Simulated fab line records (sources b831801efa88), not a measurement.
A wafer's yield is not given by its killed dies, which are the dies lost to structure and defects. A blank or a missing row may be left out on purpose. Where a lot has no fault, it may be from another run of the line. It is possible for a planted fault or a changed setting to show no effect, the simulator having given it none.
Which tool is to blame? / flow gf180mcu / 11 lots with 33 wafers sampled at 6 steps, on a route of 602 steps

WHAT EACH GAUGE READ, for each wafer
GF_M1_OVL_MEAS_15.
lot=L449; measured=day 17 01:27; on=overlay-02; M1_OVL (nm)=1 0 2
lot=L450; measured=day 17 12:10; on=overlay-02; M1_OVL (nm)=5 4 4
lot=L451; measured=day 18 08:59; on=overlay-01; M1_OVL (nm)=5 6 5
lot=L454; measured=day 19 06:56; on=overlay-02; M1_OVL (nm)=12 8 8
lot=L456; measured=day 19 23:32; on=overlay-01; M1_OVL (nm)=-3 -1 1
lot=L457; measured=day 20 03:15; on=overlay-01; M1_OVL (nm)=5 3 1
lot=L460; measured=day 21 05:35; on=overlay-01; M1_OVL (nm)=3 7 3
lot=L468; measured=day 24 13:35; on=overlay-01; M1_OVL (nm)=-2 -5 -11
lot=L469; measured=day 24 15:08; on=overlay-01; M1_OVL (nm)=1 1 -5
lot=L470; measured=day 24 18:02; on=overlay-02; M1_OVL (nm)=5 3 3
lot=L471; measured=day 25 07:53; on=overlay-01; M1_OVL (nm)=0 2 -2

GF_V1_RS_MEAS_24: a four-point-probe measurement.
lot=L449; measured=day 18 03:44; on=film-metro-03; V1_W_RS (ohm/sq)=0.3220 0.3206 0.3254
lot=L450; measured=day 18 14:26; on=film-metro-03; V1_W_RS (ohm/sq)=0.3215 0.3246 0.3240
lot=L451; measured=day 19 11:32; on=film-metro-01; V1_W_RS (ohm/sq)=0.3268 0.3250 0.3273
lot=L454; measured=day 20 10:02; on=film-metro-01; V1_W_RS (ohm/sq)=0.3258 0.3293 0.3252
lot=L456; measured=day 21 01:49; on=film-metro-03; V1_W_RS (ohm/sq)=0.3294 0.3246 0.3347
lot=L457; measured=day 21 05:39; on=film-metro-01; V1_W_RS (ohm/sq)=0.7529 0.7330 0.3316
lot=L460; measured=day 22 07:36; on=film-metro-02; V1_W_RS (ohm/sq)=0.3261 0.7307 0.3283
lot=L468; measured=day 25 13:32; on=film-metro-01; V1_W_RS (ohm/sq)=0.3232 0.3321 0.3314
lot=L469; measured=day 25 15:11; on=film-metro-01; V1_W_RS (ohm/sq)=0.3286 0.3271 0.3302
lot=L470; measured=day 25 17:33; on=film-metro-03; V1_W_RS (ohm/sq)=0.3260 0.3249 0.3286
lot=L471; measured=day 26 07:45; on=film-metro-01; V1_W_RS (ohm/sq)=0.3266 0.3224 0.3260

GF_V1_THK_MEAS_25: measures by xrf.
lot=L449; measured=day 18 03:50; on=film-metro-03; V1_W_THK (nm)=362 363 358
lot=L450; measured=day 18 14:32; on=film-metro-03; V1_W_THK (nm)=362 358 359
lot=L451; measured=day 19 11:39; on=film-metro-01; V1_W_THK (nm)=360 362 359
lot=L454; measured=day 20 10:10; on=film-metro-01; V1_W_THK (nm)=361 359 362
lot=L456; measured=day 21 01:56; on=film-metro-03; V1_W_THK (nm)=350 359 347
lot=L457; measured=day 21 05:45; on=film-metro-01; V1_W_THK (nm)=156 160 357
lot=L460; measured=day 22 07:43; on=film-metro-02; V1_W_THK (nm)=352 159 351
lot=L468; measured=day 25 13:40; on=film-metro-01; V1_W_THK (nm)=361 351 353
lot=L469; measured=day 25 15:19; on=film-metro-01; V1_W_THK (nm)=354 356 354
lot=L470; measured=day 25 17:40; on=film-metro-03; V1_W_THK (nm)=353 354 349
lot=L471; measured=day 26 07:52; on=film-metro-01; V1_W_THK (nm)=353 359 354

TOOL THAT RAN EACH LOT (tool first, then ch and the chambers of the sampled wafers, then the start)
lot=L449; GF_M1_SPUTTER_02=pvd-sputter-04, day 16 02:38; GF_V1_SPUTTER_21=pvd-sputter-04, day 18 03:29; GF_V1_CVD_23=cvd-w-02 ch 0,1, day 18 03:35
lot=L450; GF_M1_SPUTTER_02=pvd-sputter-04, day 16 12:56; GF_V1_SPUTTER_21=pvd-sputter-04, day 18 14:11; GF_V1_CVD_23=cvd-w-02 ch 0,1, day 18 14:19
lot=L451; GF_M1_SPUTTER_02=pvd-sputter-02, day 17 08:43; GF_V1_SPUTTER_21=pvd-sputter-03, day 19 11:19; GF_V1_CVD_23=cvd-w-02 ch 0,1, day 19 11:25
lot=L454; GF_M1_SPUTTER_02=pvd-sputter-01, day 18 06:19; GF_V1_SPUTTER_21=pvd-sputter-03, day 20 09:50; GF_V1_CVD_23=cvd-w-02 ch 0,1, day 20 09:56
lot=L456; GF_M1_SPUTTER_02=pvd-sputter-01, day 18 22:47; GF_V1_SPUTTER_21=pvd-sputter-04, day 21 01:36; GF_V1_CVD_23=cvd-w-02 ch 0,1, day 21 01:42
lot=L457; GF_M1_SPUTTER_02=pvd-sputter-04, day 19 03:05; GF_V1_SPUTTER_21=pvd-sputter-03, day 21 05:24; GF_V1_CVD_23=cvd-w-02 ch 0,1, day 21 05:32
lot=L460; GF_M1_SPUTTER_02=pvd-sputter-01, day 20 05:31; GF_V1_SPUTTER_21=pvd-sputter-04, day 22 07:22; GF_V1_CVD_23=cvd-w-02 ch 0,1, day 22 07:28
lot=L468; GF_M1_SPUTTER_02=pvd-sputter-02, day 23 14:35; GF_V1_SPUTTER_21=pvd-sputter-03, day 25 13:19; GF_V1_CVD_23=cvd-w-01 ch 0,1, day 25 13:25
lot=L469; GF_M1_SPUTTER_02=pvd-sputter-04, day 23 16:21; GF_V1_SPUTTER_21=pvd-sputter-03, day 25 14:59; GF_V1_CVD_23=cvd-w-02 ch 0,1, day 25 15:05
lot=L470; GF_M1_SPUTTER_02=pvd-sputter-01, day 23 19:54; GF_V1_SPUTTER_21=pvd-sputter-02, day 25 17:19; GF_V1_CVD_23=cvd-w-01 ch 0,1, day 25 17:25
lot=L471; GF_M1_SPUTTER_02=pvd-sputter-01, day 24 09:41; GF_V1_SPUTTER_21=pvd-sputter-03, day 26 07:31; GF_V1_CVD_23=cvd-w-02 ch 0,1, day 26 07:37
- GF_M1_SPUTTER_02: material AlCu, target thk 450 nm, time 23.9 s.
- GF_V1_SPUTTER_21: material Ti, target thk 15 nm, time 80.02 s.
- GF_V1_CVD_23: deposits W, target thk 350 nm, time 105.05 s.

AS READ BY THE TOOLS THEMSELVES (means over the sampled wafers that have a number; for cases with no such wafer, the mark the record gives instead)
GF_M1_SPUTTER_02.
lot=L449; tool=pvd-sputter-04; throttle-valve-pct (%)=30.6
lot=L450; tool=pvd-sputter-04; throttle-valve-pct (%)=30.2
lot=L451; tool=pvd-sputter-02; throttle-valve-pct (%)=31.6
lot=L454; tool=pvd-sputter-01; throttle-valve-pct (%)=30.7
lot=L456; tool=pvd-sputter-01; throttle-valve-pct (%)=31.2
lot=L457; tool=pvd-sputter-04; throttle-valve-pct (%)=30.5
lot=L460; tool=pvd-sputter-01; throttle-valve-pct (%)=31.1
lot=L468; tool=pvd-sputter-02; throttle-valve-pct (%)=31.9
lot=L469; tool=pvd-sputter-04; throttle-valve-pct (%)=30.5
lot=L470; tool=pvd-sputter-01; throttle-valve-pct (%)=30.3
lot=L471; tool=pvd-sputter-01; throttle-valve-pct (%)=30.6

GF_V1_SPUTTER_21.
lot=L449; tool=pvd-sputter-04; throttle-valve-pct (%)=30.2
lot=L450; tool=pvd-sputter-04; throttle-valve-pct (%)=30.2
lot=L451; tool=pvd-sputter-03; throttle-valve-pct (%)=29.1
lot=L454; tool=pvd-sputter-03; throttle-valve-pct (%)=30.7
lot=L456; tool=pvd-sputter-04; throttle-valve-pct (%)=30.9
lot=L457; tool=pvd-sputter-03; throttle-valve-pct (%)=30.8
lot=L460; tool=pvd-sputter-04; throttle-valve-pct (%)=30.5
lot=L468; tool=pvd-sputter-03; throttle-valve-pct (%)=30.4
lot=L469; tool=pvd-sputter-03; throttle-valve-pct (%)=30.5
lot=L470; tool=pvd-sputter-02; throttle-valve-pct (%)=31.9
lot=L471; tool=pvd-sputter-03; throttle-valve-pct (%)=30.4

GF_V1_CVD_23.
lot=L449; tool=cvd-w-02; heater-power-w (W)=1041
lot=L450; tool=cvd-w-02; heater-power-w (W)=964
lot=L451; tool=cvd-w-02; heater-power-w (W)=969
lot=L454; tool=cvd-w-02; heater-power-w (W)=1051
lot=L456; tool=cvd-w-02; heater-power-w (W)=1041
lot=L457; tool=cvd-w-02; heater-power-w (W)=1048
lot=L460; tool=cvd-w-02; heater-power-w (W)=982
lot=L468; tool=cvd-w-01; heater-power-w (W)=844
lot=L469; tool=cvd-w-02; heater-power-w (W)=1053
lot=L470; tool=cvd-w-01; heater-power-w (W)=833
lot=L471; tool=cvd-w-02; heater-power-w (W)=976

THE ANSWER, worked out from the rows above alone
Rule: usual is defined by the lots themselves. Put in order of their means at a reading, lots are off if they are a third of the lots or fewer, leave a main group of 4 or more, and stand apart from it by a gap of 3 or more times the standard deviation of the main group's means; of several such gaps the widest counts. The tables above print the reading to a certain number of digits; a main group whose means all agree to those digits is not used. A lot without any number at a reading at which 4 lots or more have one is off too. The other lots that the step has rows for count as sound. First the gauges in route order, then the tools' own readings, where a lot's mean is used as printed above. The first step at which some lot is off is used, and at that step the reading that is off furthest; a lot without a number counts as furthest.
Off: at GF_V1_RS_MEAS_24 (V1_W_RS), L457, L460. Main group: mean 0.3264 ohm/sq, sd 0.0023.
A tool fits if, at a process step before that reading, it ran every lot that is off, and no sound lot after the first of them. Gauges at GF_V1_RS_MEAS_24: tried the same way as those tools. Of those tried, none fits.

WHAT THE SIMULATOR PUT IN
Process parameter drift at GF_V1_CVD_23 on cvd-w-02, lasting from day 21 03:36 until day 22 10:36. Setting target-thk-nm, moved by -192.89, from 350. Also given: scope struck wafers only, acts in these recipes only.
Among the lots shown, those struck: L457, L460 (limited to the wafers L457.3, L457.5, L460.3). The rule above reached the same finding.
